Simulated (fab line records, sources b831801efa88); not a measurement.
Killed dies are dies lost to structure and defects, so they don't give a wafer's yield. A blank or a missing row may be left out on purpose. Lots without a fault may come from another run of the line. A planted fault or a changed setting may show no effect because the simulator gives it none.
One fault seen from 2 desks | flow gf180mcu | each desk has only its own numbers; what lay behind them comes last

THE METROLOGY DESK
What the gauges read, lot by lot, whatever tool the lot ran on: means of the sampled wafers that have a number. A lot is out of limits, marked OUT, if its mean lies more than 4 standard deviations from the usual mean; the brackets give that distance.
Columns: A = M2_OVL at GF_M2_OVL_MEAS_15, usual 0 nm
lot  | first seen here | A
L178 | day 19 02:53    | -3
L179 | day 19 13:40    | -5
L181 | day 20 12:56    | -9
L184 | day 21 13:05    | 6
L185 | day 21 21:50    | -9
L188 | day 23 00:11    | 4
L189 | day 23 09:05    | 8
L190 | day 23 18:05    | 3
L194 | day 25 00:56    | -4
L196 | day 25 19:02    | 1
L197 | day 25 21:11    | 5
L200 | day 26 20:11    | 0
L201 | day 27 01:02    | -4
This desk's finding: nothing out of limits on any of the 13 lots.

THE TOOL OWNER'S DESK: litho_track-02
The tool's own readings at GF_M1_DEVELOP_13 (develop time 60 s): means of the sampled wafers that have a number, for each lot that ran on this tool. A lot is out of limits, marked OUT, if its mean lies more than 4 standard deviations from the usual mean; the brackets give that distance.
Columns: A = chill_plate_temp_C at GF_M1_DEVELOP_13, usual 22.98 C; B = developer_temp_C at GF_M1_DEVELOP_13, usual 20.99 C
lot  | first seen here | A     | B
L179 | day 17 09:33    | 23.06 | 20.86
L181 | day 18 09:50    | 22.95 | 20.97
L184 | day 19 09:39    | 22.99 | 20.94
L189 | day 21 08:06    | 23.03 | 20.21 (-8.2) OUT
L190 | day 21 16:00    | 22.92 | 20.12 (-9.2) OUT
This desk's finding: out of limits on L189, L190; first on L189, day 21 08:06 (developer_temp_C at GF_M1_DEVELOP_13). In limits: L179, L181, L184.

PUT TOGETHER
The tool owner's desk could have raised an alarm at day 21 08:06, on L189, L190.
The metrology desk saw nothing out of limits.
The metrology desk has L189, L190 on record, within its limits.
Of the lots named, all ran GF_M1_DEVELOP_13 on litho_track-02.

WHAT THE SIMULATOR HAD PUT IN
Process parameter drift: litho_track-02, from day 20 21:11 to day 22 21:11, at GF_M1_DEVELOP_13. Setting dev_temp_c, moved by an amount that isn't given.
Lots struck among those shown: L189, L190.
Hours from the fault's start to each desk's first reading out of limits: the tool owner's desk, 11.
